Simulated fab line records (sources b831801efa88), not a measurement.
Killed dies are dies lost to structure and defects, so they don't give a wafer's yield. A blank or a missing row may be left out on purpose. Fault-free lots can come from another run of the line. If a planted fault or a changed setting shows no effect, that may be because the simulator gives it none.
Matching of chambers | flow gf180mcu | cmp-01 running GF_V2_CMP_04: 4 sister chambers
The step polishes SiO2. 14 wafers are shown with their chamber, then 7 later ones without.

## EACH WAFER AND ITS CHAMBER
wafer  | chamber | motor current A (A) | time to endpoint s (s) | head pressure psi (psi)
L600.2 | 2       | 11.6                | 65                     | 3.988
L600.3 | 1       | 12.5                | 64                     | 3.998
L600.6 | 2       | 11.9                | 72                     | 4.001
L602.3 | 3       | 12.9                | 81                     | 4.004
L602.4 | 2       | 11.3                | 75                     | 3.982
L602.6 | 0       | 13.0                | 84                     | 3.997
L603.3 | 0       | 12.2                | 77                     | 4.003
L603.4 | 1       | 11.4                | 73                     | 4.015
L603.6 | 3       | 12.2                | 81                     | 4.014
L607.1 | 0       | 12.5                | 82                     | 3.995
L607.4 | 1       | 12.3                | 88                     | 3.997
L607.6 | 1       | 12.1                | 79                     | 3.998
L608.1 | 3       | 13.9                | 77                     | 3.995
L608.5 | 3       | 13.5                | 82                     | 3.995

SIGNATURES, as means of the wafers listed above
reading            | chamber 0 | chamber 1 | chamber 2 | chamber 3 | scatter within a chamber
motor current A    | 12.567    | 12.075    | 11.600    | 13.125    | 0.533
time to endpoint s | 81.00     | 76.00     | 70.67     | 80.25     | 6.32
head pressure psi  | 3.99833   | 4.00200   | 3.99033   | 4.00200   | 0.00834
Rule: distance of a wafer from a chamber = root of the sum over the readings of ((wafer's reading minus chamber's mean) / reading's scatter) squared. If the next closest chamber is less than 2 further off than the closest, the wafer can't be placed; otherwise it belongs to the closest. The scatter: take each reading less its chamber's mean, square it, sum over the shown wafers, divide by the number of wafers less the number of chambers, and take the root.

## WAFERS WITH NO CHAMBER GIVEN
wafer  | motor current A (A) | time to endpoint s (s) | head pressure psi (psi)
L608.6 | 12.9                | 83                     | 3.984
L609.1 | 11.8                | 69                     | 4.009
L609.3 | 12.5                | 71                     | 4.019
L609.5 | 12.7                | 81                     | 3.997
L611.3 | 12.7                | 80                     | 4.002
L611.4 | 12.3                | 76                     | 4.000
L611.6 | 13.3                | 80                     | 3.990

## CHAMBER TAKEN BY EACH
wafer  | from the rows above               | in truth
L608.6 | can't be placed: 0 or 3 or 1 or 2 | 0
L609.1 | can't be placed: 1 or 2 or 0 or 3 | 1
L609.3 | can't be placed: 1 or 3 or 0 or 2 | 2
L609.5 | can't be placed: 0 or 3 or 1      | 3
L611.3 | can't be placed: 0 or 3 or 1      | 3
L611.4 | can't be placed: 1 or 0 or 3 or 2 | 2
L611.6 | can't be placed: 3 or 0 or 1      | 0
0 of 7 placed correctly. Not placeable from these rows: 7 (in 7, the candidates include the true chamber). Wrongly placed: 0.
